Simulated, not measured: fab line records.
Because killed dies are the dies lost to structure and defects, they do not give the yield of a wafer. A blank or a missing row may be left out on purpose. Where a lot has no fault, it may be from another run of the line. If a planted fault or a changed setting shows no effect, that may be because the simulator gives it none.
fab line records ; flow sky130
record: lots: 6; wafers: 16; lastDay: 51
route steps=708 shown METAL3@570 VIA3@573 PAD_OPEN@708
lots with no fault: from the same line, run without faults
startH: hours from the record's first day to the start of the lot's first wafer shown ; waitH: hours since the lot's step before ; " same as the row above ; L1.1+2: one row covering several wafers at once ; - no value, or no start given ; * or withheld: withheld ; < > ~ a bound
route shown NAME@n: names a module that has steps shown in the file, with the first one's number in the route ; usual: the fault-free wafers' mean and standard deviation ; same: alike in all rows ; chamber/n: place in a boat ; sites: readings site by site ; _std_site: the standard deviation of these ; _edge_site: the outer-site mean with the inner-site mean subtracted ; radiusMm: for every site, how far away it sits from the centre of the wafer ; mask NAME#n: copy n ; behind: tool/chamber where the wafer was last shaped ; hold: cause of the lot's hold/its duration in hours/its outcome ; device: transistor that didn't switch, given as n, p or np ; end of line: the tests these same wafers got at the end of their route ; for a step that has no rows: nothing shown but its recipe ; killed: not the wafer's yield, but the dies lost to structure and defects at the first sort ; map: shows each die of a wafer: x if killed, . if not, _ if none is there
set.NAME: the setting that was run; set.NAME@STEP: the one run at that earlier step ; model.NAME: the simulator's own value behind a step, which no gauge read
lots at some steps of the route; a table a step, a row a wafer
services: from which hour (startH, from the record's first day; less than 0 if before it) a tool's chamber was out of use, for how many hours, and why
== steps ==
step: SKY_METAL3_STRIP_20
recipe: chemistry: postEtchResidueRemover; timeS: 1200; tempC: 72.5
step: SKY_METAL3_CLEAN_21
recipe: chemistry: IPA; timeS: 180; tempC: 25
step: SKY_METAL3_CLEAN_22
recipe: chemistry: O3/DIW; dry: n2Spin
step: SKY_VIA3_HDPCVD_00
recipe: material: SiO2; targetThkNm: 1635; sigmaOpenFrac: 0.3; timeS: 272.5; tempC: 400; sih4FlowSccm: 60; pressureMtorr: 6
step: SKY_VIA3_THK_MEAS_01
recipe: reads: SiO2_of_VIA3_HDPCVD_00
usual: VIA3_HDPCVD_THK: 1636/21
lot.wafer;tool;chamber;startH;waitH;VIA3_HDPCVD_THK[nm]
L322.2;filmMetro-01;-;924.83;0.1;1638
L322.5;filmMetro-01;-;924.83;0.1;1666
L322.6;filmMetro-01;-;924.83;0.1;1631
L323.2;filmMetro-01;-;949.46;0.1;1653
L323.3;filmMetro-01;-;949.46;0.1;1635
L323.5;filmMetro-01;-;949.46;0.1;1650
L332.2;filmMetro-01;-;994.90;0.1;1673
L332.3;filmMetro-01;-;994.90;0.1;1627
L332.5;filmMetro-01;-;994.90;0.1;1632
L335.1;filmMetro-02;-;1016.91;0.2;1632
L335.2;filmMetro-02;-;1016.91;0.2;1593
L334.3;filmMetro-02;-;1018.79;0.1;1657
L334.6;filmMetro-02;-;1018.79;0.1;1651
L345.2;filmMetro-01;-;1079.12;0.1;1652
L345.5;filmMetro-01;-;1079.12;0.1;1645
L345.6;filmMetro-01;-;1079.12;0.1;1618
step: SKY_VIA3_CMP_02
recipe: material: SiO2; downForcePsi: 4; platenRpm: 60; padVelocityMS: 0.94248
usual: headPressurePsi: 4.000/0.0096; motorCurrentA: 11.9/1.3
lot.wafer;tool;chamber;startH;waitH;headPressurePsi;motorCurrentA
L322.2;cmp-01;1;924.88;0.0;3.994;12.3
L322.6;cmp-01;1;924.88;0.0;4.013;12.3
L322.5;cmp-01;2;924.88;0.0;4.004;11.6
L323.3;cmp-02;2;949.56;0.1;3.999;12.5
L323.2;cmp-02;3;949.56;0.1;3.995;12.0
L323.5;cmp-02;1;949.56;0.1;3.994;12.0
L332.2;cmp-02;1;994.95;0.0;4.001;11.8
L332.3;cmp-02;0;994.95;0.0;4.001;9.6
L332.5;cmp-02;1;994.95;0.0;3.990;12.5
L335.2;cmp-01;0;1016.97;0.0;3.992;14.6
L335.1;cmp-01;2;1016.97;0.0;4.016;11.0
L334.3;cmp-01;2;1018.83;0.0;4.004;10.5
L334.6;cmp-01;2;1018.83;0.0;3.985;11.1
L345.2;cmp-02;1;1079.32;0.2;4.004;12.4
L345.5;cmp-02;2;1079.32;0.2;4.003;12.5
L345.6;cmp-02;3;1079.32;0.2;3.996;12.1
step: SKY_VIA3_BOW_MEAS_03
recipe: mode: bow
usual: VIA3_BOW: 79/8.3
lot.wafer;tool;chamber;startH;waitH;VIA3_BOW[um]
L322.2;filmMetro-02;-;925.20;0.3;82
L322.5;filmMetro-02;-;925.20;0.3;95
L322.6;filmMetro-02;-;925.20;0.3;85
L323.2;filmMetro-02;-;949.83;0.2;73
L323.3;filmMetro-02;-;949.83;0.2;76
L323.5;filmMetro-02;-;949.83;0.2;64
L332.2;filmMetro-01;-;995.27;0.3;76
L332.3;filmMetro-01;-;995.27;0.3;77
L332.5;filmMetro-01;-;995.27;0.3;64
L335.1;filmMetro-01;-;1017.27;0.1;78
L335.2;filmMetro-01;-;1017.27;0.1;86
L334.3;filmMetro-01;-;1019.17;0.3;69
L334.6;filmMetro-01;-;1019.17;0.3;74
L345.2;filmMetro-01;-;1079.49;0.1;74
L345.5;filmMetro-01;-;1079.49;0.1;78
L345.6;filmMetro-01;-;1079.49;0.1;86
step: SKY_VIA3_DEHYDRATE_04
recipe: tempC: 200; timeS: 60
step: SKY_VIA3_HMDS_05
recipe: primeTimeS: 60; primeTempC: 120
step: SKY_VIA3_COAT_06
recipe: resist: BARC; tempC: withheld; timeS: withheld; spinRpm: 3000; resistThkNm: 60
step: SKY_VIA3_COAT_07
recipe: resist: KrF-thick; spinRpm: 3000; resistThkNm: 450
step: SKY_VIA3_SOFTBAKE_08
recipe: tempC: 100; timeS: 90; resist: KrF-thick
step: SKY_VIA3_EXPOSE_09
recipe: maskId: VIM3; na: 0.8; sourceShape: annular; sigmaInner: 0.55; sigmaOuter: 0.85; targetCdNm: 200; doseMj: 38
same: sigmaInner: 0.55
lot.wafer;tool;chamber;startH;waitH;mask;model.VIA3.overlayXNm
L322.2+5+6;krfScanner-01;0;938.07;-;VIM3#0;0.3206
L323.2+3+5;krfScanner-02;0;962.48;-;VIM3#0;2.279
L332.2+3+5;krfScanner-01;0;1007.23;-;VIM3#0;-0.2476
L335.1+2;krfScanner-02;0;1029.55;-;VIM3#0;78.9
L334.3+6;krfScanner-02;0;1031.47;-;VIM3#0;81.76
L345.2+5+6;krfScanner-01;0;1090.52;-;VIM3#0;-7.814
step: SKY_VIA3_PEB_10
recipe: pebTempC: withheld; pebTimeS: withheld; resist: KrF-thick
step: SKY_VIA3_DEVELOP_11
recipe: developTimeS: 60; resist: KrF-thick; devTempC: 21
step: SKY_VIA3_CD_MEAS_12
recipe: targetCdNm: 200
usual: cdNm: 199.4/1.5
lot.wafer;tool;chamber;startH;waitH;cdNm
L322.2;cdSem-01;-;950.35;-;200.2
L322.5;cdSem-01;-;950.35;-;198.4
L322.6;cdSem-01;-;950.35;-;199.6
L323.2;cdSem-02;-;974.65;-;199.3
L323.3;cdSem-02;-;974.65;-;198.1
L323.5;cdSem-02;-;974.65;-;200.2
L332.2;cdSem-02;-;1018.65;-;200.0
L332.3;cdSem-02;-;1018.65;-;198.9
L332.5;cdSem-02;-;1018.65;-;200.7
L335.1;cdSem-02;-;1040.93;-;199.3
L335.2;cdSem-02;-;1040.93;-;201.1
L334.3;cdSem-02;-;1042.97;-;195.5
L334.6;cdSem-02;-;1042.97;-;196.8
L345.2;cdSem-02;-;1100.65;-;200.0
L345.5;cdSem-02;-;1100.65;-;199.0
L345.6;cdSem-02;-;1100.65;-;200.0
step: SKY_VIA3_OVL_MEAS_13
usual: VIA3_OVL: 0/5.9
lot.wafer;tool;chamber;startH;waitH;VIA3_OVL[nm]
L322.2;overlay-01;-;950.46;0.1;9
L322.5;overlay-01;-;950.46;0.1;3
L322.6;overlay-01;-;950.46;0.1;1
L323.2;overlay-01;-;974.76;0.1;6
L323.3;overlay-01;-;974.76;0.1;6
L323.5;overlay-01;-;974.76;0.1;1
L332.2;overlay-02;-;1018.76;0.1;5
L332.3;overlay-02;-;1018.76;0.1;-1
L332.5;overlay-02;-;1018.76;0.1;9
L335.1;overlay-02;-;1041.05;0.1;83
L335.2;overlay-02;-;1041.05;0.1;82
L334.3;overlay-02;-;1043.06;0.1;88
L334.6;overlay-02;-;1043.06;0.1;80
L345.2;overlay-01;-;1100.76;0.1;3
L345.5;overlay-01;-;1100.76;0.1;-1
L345.6;overlay-01;-;1100.76;0.1;-4
step: SKY_VIA3_ETCH_14
recipe: chemistry: N2/H2; target: BARC; ionEnergyEv: 200; sourceW: 500; biasW: 100; pressureMtorr: 30; n2FlowSccm: 100; h2FlowSccm: 200; stopOn: SiO2; timeS: 45.9; targetDepthA: 600
usual: drypumpMotorCurrentA: 5.9/0.36; oesProductAu: 0.855/0.0051; throttleValvePct: 13.224/0.0093
same: timeS: 45.9
lot.wafer;tool;chamber;startH;waitH;drypumpMotorCurrentA;oesProductAu;rfHoursCounterH;throttleValvePct
L322.2;rieDiel-02;2;950.49;0.0;6.2;0.865;27;13.215
L322.5;rieDiel-02;3;950.49;0.0;6.0;0.859;-;13.215
L322.6;rieDiel-02;0;950.49;0.0;6.2;0.865;-;13.211
L323.2;rieDiel-02;2;974.79;0.0;6.1;0.853;28;13.236
L323.3;rieDiel-02;1;974.79;0.0;5.5;0.865;8;13.225
L323.5;rieDiel-02;0;974.79;0.0;6.2;0.865;-;13.228
L332.2;rieDiel-03;2;1018.79;0.0;5.6;0.860;8;13.237
L332.3;rieDiel-03;3;1018.79;0.0;6.3;0.858;12;13.233
L332.5;rieDiel-03;0;1018.79;0.0;5.9;0.858;-;13.202
L335.1;rieDiel-02;0;1041.09;0.0;6.2;0.852;21;13.213
L335.2;rieDiel-02;3;1041.09;0.0;6.0;0.852;17;13.229
L334.3;rieDiel-02;3;1043.09;0.0;6.0;0.852;17;13.232
L334.6;rieDiel-02;2;1043.09;0.0;6.2;0.855;-;13.209
L345.2;rieDiel-01;0;1100.79;0.0;6.7;0.856;11;13.209
L345.5;rieDiel-01;2;1100.79;0.0;5.9;0.860;-;13.220
L345.6;rieDiel-01;1;1100.79;0.0;5.5;0.861;-;13.236
step: SKY_PAD_OPEN_PROBE_99
usual: defectLimitedYield: 82.5/1.9; killed_at_M0_to_M3: 43/6.8; killed_at_M4_up: 3.2/2; killedAtContacts: 24/5.3; killedAtFrontEnd: 16/4.4; killedAtOther: 0.3/0.54; killedDies: 86/9.4; killedOpen: 48/6.6; killedShort: 38/6.5; sort_bin_3_pad_short: 0.8/0.4; sort_bin_5_function: 10.4/1.5; sort_bin_6_memory: 6.3/1.2; sortNPass: 406/9.4; sortYieldPct: 82.5/1.9
same: grossDies: 492; killedAtBackSide: 0; sort_bin_4_leakage[%]: 0; sort_bin_8_speed[%]: 0
lot.wafer;tool;chamber;startH;waitH;defectLimitedYield[%];killed_at_M0_to_M3;killed_at_M4_up;killedAtContacts;killedAtFrontEnd;killedAtOther;killedDies;killedOpen;killedShort;sort_bin_3_pad_short[%];sort_bin_5_function[%];sort_bin_6_memory[%];sortNPass;sortYieldPct[%];model.etest.via3Chain.rcOhm
L322.2;prober-01;-;1099.83;0.1;79.9;45;9;24;18;3;99;44;55;1.4;13.0;5.7;393;79.9;10.14
L322.5;prober-01;-;1099.98;0.2;82.3;42;2;25;18;0;87;51;36;0.4;11.6;5.7;405;82.3;10.02
L322.6;prober-01;-;1100.03;0.2;82.1;41;2;31;14;0;88;48;40;0.6;10.4;6.9;404;82.1;9.153
L323.2;prober-02;-;1119.27;0.1;82.3;53;3;19;12;0;87;54;33;0.8;11.0;5.9;405;82.3;10.64
L323.3;prober-02;-;1119.32;0.2;82.5;41;5;24;16;0;86;44;42;1.4;10.2;5.9;406;82.5;10
L323.5;prober-02;-;1119.42;0.2;86.4;43;3;16;5;0;67;35;32;0.6;8.5;4.5;425;86.4;8.579
L332.2;prober-01;-;1155.73;0.1;81.3;49;4;21;18;0;92;46;46;0.8;10.4;7.5;400;81.3;10.54
L332.3;prober-01;-;1155.78;0.2;84.3;37;1;25;14;0;77;39;38;0.2;9.6;5.9;415;84.3;9.872
L332.5;prober-01;-;1155.88;0.2;82.5;41;4;21;20;0;86;52;34;0.6;11.2;5.7;406;82.5;10.24
L335.1;prober-01;-;1173.38;0.1;83.5;40;2;27;11;1;81;44;35;0.6;10.4;5.5;411;83.5;10.2
L335.2;prober-01;-;1173.43;0.1;82.1;49;1;21;16;1;88;40;48;1.0;10.6;6.3;404;82.1;10.07
L334.3;prober-02;-;1174.70;0.2;81.3;51;4;20;16;1;92;46;44;0.8;11.2;6.7;400;81.3;11.21
L334.6;prober-02;-;1174.85;0.2;82.7;43;2;28;11;1;85;49;36;0.8;11.4;5.1;407;82.7;11.35
L345.2;prober-01;-;1218.90;0.1;79.5;60;5;17;19;0;101;43;58;0.6;12.8;7.1;391;79.5;9.339
L345.5;prober-01;-;1219.05;0.2;83.3;43;7;14;18;0;82;46;36;1.0;8.7;6.9;410;83.3;9.061
L345.6;prober-01;-;1219.10;0.2;78.0;47;7;34;20;0;108;52;56;1.4;13.6;6.9;384;78.0;10.35
killed by level:class
L322.2 METAL4:geometricParticle:short=8 LI_CONTACT:geometricParticle:open=7 CONTACT:geometricParticle:open=7 VIA1:geometricParticle:open=7 VIA1:geometricParticle:short=7 FIELD_ISO:geometricParticle:short=6 VIA2:geometricParticle:open=6 CONTACT:geometricParticle:short=5
L322.5 VIA1:geometricParticle:open=12 CONTACT:geometricParticle:open=11 CONTACT:geometricParticle:short=6 METAL1:geometricParticle:short=6 METAL2:geometricParticle:short=6 VIA3:geometricParticle:open=6 FIELD_ISO:geometricParticle:short=4 FIELD_ISO:geometricParticle:open=4
L322.6 CONTACT:geometricParticle:open=15 VIA1:geometricParticle:open=10 CONTACT:geometricParticle:short=9 VIA2:geometricParticle:open=8 VIA3:geometricParticle:open=6 VIA3:geometricParticle:short=5 VIA2:geometricParticle:short=5 FIELD_ISO:geometricParticle:open=4
L323.2 CONTACT:geometricParticle:open=9 VIA3:geometricParticle:open=8 VIA3:geometricParticle:short=7 METAL1:geometricParticle:short=7 VIA2:geometricParticle:open=7 VIA1:geometricParticle:open=6 LI_CONTACT:geometricParticle:open=5 VIA1:geometricParticle:short=5
L323.3 CONTACT:geometricParticle:open=9 VIA1:geometricParticle:open=9 VIA3:geometricParticle:open=8 VIA1:geometricParticle:short=7 LI_CONTACT:geometricParticle:open=6 FIELD_ISO:geometricParticle:open=5 LOCAL_INTERCONNECT:geometricParticle:short=4 POLY_GATE:geometricParticle:short=4
L323.5 VIA1:geometricParticle:open=14 CONTACT:geometricParticle:short=6 VIA3:geometricParticle:open=6 VIA1:geometricParticle:short=5 LI_CONTACT:geometricParticle:open=4 METAL2:geometricParticle:short=4 CONTACT:geometricParticle:open=3 METAL1:geometricParticle:short=3
L332.2 VIA2:geometricParticle:open=9 METAL2:geometricParticle:short=8 CONTACT:geometricParticle:open=7 POLY_GATE:geometricParticle:open=5 VIA1:geometricParticle:short=5 VIA1:geometricParticle:open=5 VIA2:geometricParticle:short=5 VIA3:geometricParticle:open=5
L332.3 VIA1:geometricParticle:open=7 VIA1:geometricParticle:short=7 FIELD_ISO:geometricParticle:open=6 CONTACT:geometricParticle:open=6 VIA2:geometricParticle:open=5 LI_CONTACT:geometricParticle:open=5 LOCAL_INTERCONNECT:geometricParticle:short=5 VIA2:geometricParticle:short=5
L332.5 VIA1:geometricParticle:open=11 VIA2:geometricParticle:open=8 VIA3:geometricParticle:open=8 LI_CONTACT:geometricParticle:open=6 CONTACT:geometricParticle:short=6 CONTACT:geometricParticle:open=6 POLY_GATE:geometricParticle:open=5 VIA1:geometricParticle:short=5
L335.1 CONTACT:geometricParticle:open=13 VIA1:geometricParticle:open=8 VIA2:geometricParticle:open=7 METAL2:geometricParticle:short=7 FIELD_ISO:geometricParticle:short=6 CONTACT:geometricParticle:short=5 VIA3:geometricParticle:open=4 FIELD_ISO:geometricParticle:open=3
L335.2 VIA1:geometricParticle:open=9 METAL2:geometricParticle:short=9 VIA1:geometricParticle:short=8 VIA3:geometricParticle:open=8 CONTACT:geometricParticle:open=6 METAL1:geometricParticle:short=6 CONTACT:geometricParticle:short=5 LI_CONTACT:geometricParticle:open=5
L334.3 VIA1:geometricParticle:open=9 VIA1:geometricParticle:short=7 METAL1:geometricParticle:short=7 FIELD_ISO:geometricParticle:open=6 LI_CONTACT:geometricParticle:open=6 VIA2:geometricParticle:open=5 LOCAL_INTERCONNECT:geometricParticle:short=4 CONTACT:geometricParticle:open=4
L334.6 CONTACT:geometricParticle:open=9 VIA1:geometricParticle:open=9 VIA2:geometricParticle:open=8 LI_CONTACT:geometricParticle:open=7 VIA1:geometricParticle:short=6 FIELD_ISO:geometricParticle:short=5 CONTACT:geometricParticle:short=5 LOCAL_INTERCONNECT:geometricParticle:short=4
L345.2 METAL2:geometricParticle:short=17 VIA1:geometricParticle:open=13 VIA1:geometricParticle:short=8 FIELD_ISO:geometricParticle:short=7 VIA3:geometricParticle:open=6 FIELD_ISO:geometricParticle:open=5 LI_CONTACT:geometricParticle:open=5 CONTACT:geometricParticle:open=5
L345.5 VIA3:geometricParticle:open=11 FIELD_ISO:geometricParticle:short=7 VIA1:geometricParticle:open=7 VIA2:geometricParticle:open=7 CONTACT:geometricParticle:open=6 METAL4:geometricParticle:short=6 METAL3:geometricParticle:short=5 FIELD_ISO:geometricParticle:open=4
L345.6 CONTACT:geometricParticle:open=13 VIA1:geometricParticle:open=12 VIA1:geometricParticle:short=9 METAL2:geometricParticle:short=8 FIELD_ISO:geometricParticle:open=7 CONTACT:geometricParticle:short=7 METAL4:geometricParticle:short=6 FIELD_ISO:geometricParticle:short=5
== services ==
tool;chamber;startH;hours;kind
krfScanner-01;-;901.80;1.3;pm
krfScanner-02;-;911.84;0.8;pm
cmp-01;-;912.00;4.0;pm
krfScanner-01;-;918.71;0.8;repair
cmp-01;-;919.43;2.0;repair
krfScanner-02;-;920.52;1.0;pm
cmp-01;-;928.16;4.4;repair
cmp-02;-;936.58;9.3;repair
krfScanner-02;-;954.73;6.0;repair
cmp-01;-;955.60;25.6;pm
krfScanner-02;-;965.07;1.3;pm
krfScanner-02;-;979.58;3.6;pm
cmp-02;-;981.53;7.5;pm
krfScanner-02;-;1016.79;1.4;repair
krfScanner-01;-;1028.52;4.4;pm
krfScanner-01;-;1032.89;0.8;pm
krfScanner-02;-;1037.67;0.6;repair
krfScanner-01;-;1038.28;1.0;pm
rieDiel-02;-;1063.96;2.8;pm
krfScanner-01;-;1077.70;1.3;pm
rieDiel-02;2;1079.05;2.7;repair
cmp-02;-;1082.39;0.8;repair
cmp-02;-;1088.90;4.0;pm
cmp-02;-;1092.95;2.3;repair
== key ==
firstSign: step: SKY_VIA3_OVL_MEAS_13; reading: VIA3_OVL; direction: up; sigmas: 14; usual: 0; struck: 83
effect none on later readings
modelEffect: step: SKY_VIA3_EXPOSE_09; value: VIA3.overlayXNm; without: -2.459; struck: 80.33
modelEffect: step: SKY_PAD_OPEN_PROBE_99; value: etest.via3Chain.rcOhm; without: 9.662; struck: 10.71
metAt SKY_VIA3_EXPOSE_09
struckWafers L334.3,L334.6,L335.1,L335.2
onsetBetween 962.48 1029.55
alsoFits SKY_VIA3_CMP_02:cmp-01
fault: kind: scannerMatchingOverlay; tool: krfScanner-02; chamber: -; onsetH: 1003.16; steps: SKY_VIA3_EXPOSE_09; offset: 82.789
